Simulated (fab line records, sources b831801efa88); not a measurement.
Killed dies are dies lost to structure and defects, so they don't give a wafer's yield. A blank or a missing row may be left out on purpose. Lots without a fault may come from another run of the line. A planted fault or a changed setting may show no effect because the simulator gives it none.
Chamber matching | flow sky130 | SKY_VIA2_CMP_02 on cmp-02: 4 sister chambers
The step polishes SiO2. 4 wafers are shown with their chamber, then 12 later ones without.

WAFERS WITH THEIR CHAMBER
wafer  | chamber | motor_current_A (A)
L083.4 | 3       | 13.0
L085.6 | 1       | 12.6
L089.2 | 2       | 11.2
L089.5 | 0       | 11.5

WAFERS WITHOUT THEIR CHAMBER
wafer  | motor_current_A (A)
L090.1 | 11.1
L090.2 | 13.1
L090.6 | 10.4
L092.1 | 13.2
L092.3 | 12.1
L092.5 | 11.8
L094.1 | 11.3
L094.5 | 13.5
L094.6 | 10.9
L097.2 | 12.7
L097.3 | 11.6
L097.5 | 12.3

WHICH CHAMBER EACH WENT THROUGH
wafer  | from the rows above               | in truth
L090.1 | can't be placed: 2 or 0           | 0
L090.2 | can't be placed: 3 or 1           | 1
L090.6 | can't be placed: 2 or 0           | 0
L092.1 | can't be placed: 3 or 1           | 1
L092.3 | can't be placed: 1 or 0 or 2 or 3 | 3
L092.5 | can't be placed: 0 or 2 or 1      | 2
L094.1 | can't be placed: 2 or 0           | 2
L094.5 | can't be placed: 3 or 1           | 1
L094.6 | can't be placed: 2 or 0           | 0
L097.2 | can't be placed: 1 or 3           | 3
L097.3 | can't be placed: 0 or 2           | 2
L097.5 | can't be placed: 1 or 3 or 0      | 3
Placed correctly: 0 of 12. Can't be placed from these rows: 12 (the true chamber is among the candidates in 12). Placed wrongly: 0.
How it was worked out, from the rows above alone: a wafer's distance from a chamber is the root of the sum, over the readings, of the square of ((its reading less the chamber's mean) divided by the reading's scatter). The wafer belongs to the nearest chamber; if the next one is less than 2 further off, it can't be placed. A chamber's mean is the mean of its shown wafers. The scatter: with one shown wafer a chamber, the root of the mean of the squares of how far each hidden wafer lies from its nearest shown one.
